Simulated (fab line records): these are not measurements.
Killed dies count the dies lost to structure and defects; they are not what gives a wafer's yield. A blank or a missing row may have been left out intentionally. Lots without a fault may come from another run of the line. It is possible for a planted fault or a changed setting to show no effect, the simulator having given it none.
Split-lot trial    flow gf180mcu    on a route of 602 steps: 5 lots, 23 wafers read

## ON THE SPLIT
At GF_MVSD_COAT_02 (resist thk 3000 nm), the setting resist_thk_nm was moved away from the recipe's 3000 nm on 5 of the 23 wafers read, by +3.2% to +5.2%. This setting was run at the recipe's value on the other wafers.

Reading taken at the split's own step.

## THE READING
coat_of_MVSD_COAT_02.thk_nm (the simulator's own value, which no gauge read), in nm, at GF_MVSD_COAT_02 (resist thk 3000 nm). No usual value for it is given in the file. Across the 18 wafers here that went through the recipe, the average is 2998 nm and the standard deviation 3.9 nm.

wafer   tool, chamber at the split  resist_thk_nm as run, nm  against the recipe  coat_of_MVSD_COAT_02.thk_nm, nm  against lot-mates on the recipe
L074.1  litho_track-02, 0           3000                      recipe              2993                             -
L074.2  litho_track-02, 0           3000                      recipe              2999                             -
L074.3  litho_track-02, 0           3097                      +3.2%               3089                             +93
L074.5  litho_track-02, 0           3000                      recipe              2995                             -
L074.6  litho_track-02, 0           3097                      +3.2%               3098                             +102
L077.2  litho_track-02, 0           3000                      recipe              3003                             -
L077.3  litho_track-02, 0           3000                      recipe              2998                             -
L077.5  litho_track-02, 0           3000                      recipe              2998                             -
L077.4  litho_track-02, 0           3000                      recipe              2992                             -
L077.6  litho_track-02, 0           3000                      recipe              3002                             -
L079.1  litho_track-03, 0           3157                      +5.2%               3151                             +158
L079.2  litho_track-03, 0           3157                      +5.2%               3152                             +160
L079.3  litho_track-03, 0           3000                      recipe              2990                             -
L079.4  litho_track-03, 0           3000                      recipe              2995                             -
L079.5  litho_track-03, 0           3157                      +5.2%               3163                             +170
L080.1  litho_track-02, 0           3000                      recipe              3000                             -
L080.2  litho_track-02, 0           3000                      recipe              3003                             -
L080.3  litho_track-02, 0           3000                      recipe              2996                             -
L080.4  litho_track-02, 0           3000                      recipe              3001                             -
L080.6  litho_track-02, 0           3000                      recipe              2999                             -
L082.1  litho_track-02, 0           3000                      recipe              3000                             -
L082.3  litho_track-02, 0           3000                      recipe              3001                             -
L082.5  litho_track-02, 0           3000                      recipe              3004                             -

THE FIT
A straight line over all 23 wafers: coat_of_MVSD_COAT_02.thk_nm changes by +29.9 nm for each +1% of resist_thk_nm; r = +1.00; the points scatter about the line by 4.4 nm.
The same after taking each lot's own level away (the mean of its wafers on the recipe; 23 wafers): +31 nm for each +1%; r = +1.00; scatter 3.7 nm.
Per that fit: largest resist_thk_nm move, reading shift of 1.6e+02 nm.
From 2992.5 to 3001.7 nm: that is the span of the lots' own levels, equal to 2.3 times the standard deviation above.
The two slopes are in agreement: the lot-to-lot level therefore moves the slope only a little.
Check: +163 nm against its lot-mates is what the line predicts for one of the wafers moved furthest among these (+5.2%) when that wafer is left out of the fit. Against them it came out at +158 nm.

## FURTHER SPLITS ON THESE WAFERS
Other splits were also applied to these wafers ahead of the reading. Each is held against what the fit with the lots' levels taken away leaves over:
other split on the same wafers   wafers away from the commonest value  r with coat_of_MVSD_COAT_02.thk_nm (lot level and that fit taken away)
GF_STI_COAT_07 resist_thk_nm     6                                     +0.16
GF_STI_SOFTBAKE_08 temp_c        8                                     -0.16
GF_DNWELL_COAT_02 resist_thk_nm  7                                     +0.32
GF_NWELL_COAT_02 spin_rpm        7                                     +0.19
GF_NWELL_IMPLANT_09 energy_kev   5                                     +0.05

## THE WHOLE CHAIN: every reading that the file lists as answering this split, in the file's order
step              what it does        reading                                                                       change (the file's fit)               r (the file's)
GF_MVSD_COAT_02   resist thk 3000 nm  coat_of_MVSD_COAT_02.thk_nm (the simulator's own value, which no gauge read)  +30.9 nm for each +1% of the setting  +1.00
GF_MVSD_STRIP_10  strips in O2/N2     strip_time_to_endpoint_s                                                      withheld for each +1% of the setting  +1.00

## THE FILE'S OWN FIT
coat_of_MVSD_COAT_02.thk_nm changes by +30.9 nm for each +1% of resist_thk_nm, r = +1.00.
